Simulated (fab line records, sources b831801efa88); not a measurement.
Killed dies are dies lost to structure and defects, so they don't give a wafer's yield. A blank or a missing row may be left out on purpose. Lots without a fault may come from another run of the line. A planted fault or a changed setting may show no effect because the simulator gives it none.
Split-lot experiment | flow sky130 | 5 lots, 23 wafers read, on a route of 708 steps

THE SPLIT
At SKY_LDD_P_DEVELOP_06 (develop time 60 s), the setting dev_temp_c was moved away from the recipe's 23 C on 5 of the 23 wafers read, by -8.8% to +11.9%. The other wafers ran this setting at the recipe's value.

The file shows no step between the split and the reading.

THE READING
cd_nm, in nm, at SKY_LDD_P_CD_MEAS_07 (target cd 380 nm). Fault-free wafers of this fab line usually give 379.3 nm, standard deviation 2.1 nm.

wafer  | tool, chamber at the split | dev_temp_c as run, C | against the recipe | cd_nm, nm | against lot-mates on the recipe
L074.1 | litho_track-03, 0          | 23                   | recipe             | 377.4     | -
L074.2 | litho_track-03, 0          | 23                   | recipe             | 379.1     | -
L074.3 | litho_track-03, 0          | 23                   | recipe             | 381.0     | -
L074.4 | litho_track-03, 0          | 23                   | recipe             | 381.0     | -
L074.5 | litho_track-03, 0          | 23                   | recipe             | 377.8     | -
L075.1 | litho_track-03, 0          | 23                   | recipe             | 385.7     | -
L075.2 | litho_track-03, 0          | 23                   | recipe             | 382.8     | -
L075.3 | litho_track-03, 0          | 23                   | recipe             | 383.1     | -
L075.4 | litho_track-03, 0          | 23                   | recipe             | 383.1     | -
L075.5 | litho_track-03, 0          | 23                   | recipe             | 381.8     | -
L077.1 | litho_track-02, 0          | 25.73                | +11.9%             | 366.1     | -11.6
L077.2 | litho_track-02, 0          | 25.73                | +11.9%             | 368.8     | -8.9
L077.3 | litho_track-02, 0          | 23                   | recipe             | 374.6     | -
L077.5 | litho_track-02, 0          | 23                   | recipe             | 377.8     | -
L077.6 | litho_track-02, 0          | 23                   | recipe             | 380.7     | -
L078.3 | litho_track-03, 0          | 23                   | recipe             | 380.1     | -
L078.4 | litho_track-03, 0          | 23                   | recipe             | 379.9     | -
L078.5 | litho_track-03, 0          | 23                   | recipe             | 379.6     | -
L080.1 | litho_track-04, 0          | 20.98                | -8.8%              | 383.1     | +7.0
L080.2 | litho_track-04, 0          | 23                   | recipe             | 376.1     | -
L080.3 | litho_track-04, 0          | 20.98                | -8.8%              | 382.7     | +6.6
L080.4 | litho_track-04, 0          | 23                   | recipe             | 376.2     | -
L080.5 | litho_track-04, 0          | 20.98                | -8.8%              | 384.9     | +8.8

THE FIT
A straight line over all 23 wafers: cd_nm changes by -0.768 nm for each +1% of dev_temp_c; r = -0.79; the points scatter about the line by 3 nm.
The same after taking each lot's own level away (the mean of its wafers on the recipe; 23 wafers): -0.855 nm for each +1%; r = -0.94; scatter 1.5 nm.
On that fit, the largest move of dev_temp_c shifts the reading by 10 nm.
The lots' own levels span 376.15 to 383.30 nm, that is 3.4 times the standard deviation above.
So the lot-to-lot level blurs the effect unless lot-mates are compared.
Check: with one of the wafers moved furthest among these (+11.9%) left out of the fit, the line predicts -9.49 nm for it against its lot-mates. It came out at -11.6 nm against them.

OTHER SPLITS ON THESE WAFERS
These wafers also went through other splits before the reading. Each is held against what the fit with the lots' levels taken away leaves over:
other split on the same wafers      | wafers away from the commonest value | r with cd_nm (lot level and that fit taken away)
SKY_POLY_GATE_CVD_03 pressure_mtorr | 18                                   | +0.01
SKY_POLY_GATE_COAT_08 resist_thk_nm | 7                                    | +0.03
SKY_POLY_GATE_ETCH_16 source_w      | 7                                    | +0.22
SKY_LDD_P_COAT_02 spin_rpm          | 5                                    | +0.40

THE FILE'S OWN FIT
cd_nm changes by -0.858 nm for each +1% of dev_temp_c, r = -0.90.
